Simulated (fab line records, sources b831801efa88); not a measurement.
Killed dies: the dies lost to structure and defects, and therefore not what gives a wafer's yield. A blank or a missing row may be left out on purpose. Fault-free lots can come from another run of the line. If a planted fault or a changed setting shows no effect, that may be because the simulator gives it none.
Matching of chambers + flow gf180mcu + GF_V4_CVD_02 on pecvd-02 has 3 sister chambers
The step deposits SiO2 from TEOS, target thk 850 nm, time 94.851 s. 3 wafers are shown with their chamber, then 7 later ones without.

== WAFERS WITH THEIR CHAMBER ==
| wafer  | chamber | heater power w (W) |
|--------|---------|--------------------|
| L615.2 | 1       | 755                |
| L617.1 | 0       | 816                |
| L617.2 | 2       | 682                |

== WAFERS WHOSE CHAMBER IS MISSING ==
| wafer  | heater power w (W) |
|--------|--------------------|
| L617.4 | 685                |
| L622.3 | 776                |
| L622.4 | 683                |
| L622.5 | 778                |
| L623.1 | 773                |
| L623.2 | 596                |
| L623.4 | 652                |

== WHICH CHAMBER EACH WENT THROUGH ==
| wafer  | from the rows above          | in truth |
|--------|------------------------------|----------|
| L617.4 | can't be placed: 2 or 1      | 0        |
| L622.3 | can't be placed: 1 or 0 or 2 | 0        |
| L622.4 | can't be placed: 2 or 1      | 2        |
| L622.5 | can't be placed: 1 or 0 or 2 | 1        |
| L623.1 | can't be placed: 1 or 0 or 2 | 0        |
| L623.2 | can't be placed: 2 or 1      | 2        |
| L623.4 | can't be placed: 2 or 1      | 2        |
Placed correctly: 0 of 7. Unplaceable from these rows: 7, with the true chamber sitting among the candidates in 6. Number placed wrongly: 0.
How it was worked out, from the rows above alone: a wafer's distance from a chamber is the root of the sum, over the readings, of the square of ((its reading less the chamber's mean) divided by the reading's scatter). If the next closest chamber is less than 2 further off than the closest, the wafer can't be placed; otherwise it belongs to the closest. A chamber's mean is the mean of its shown wafers. The scatter: root of mean squared gap, hidden wafer to nearest shown wafer, with one shown wafer a chamber.
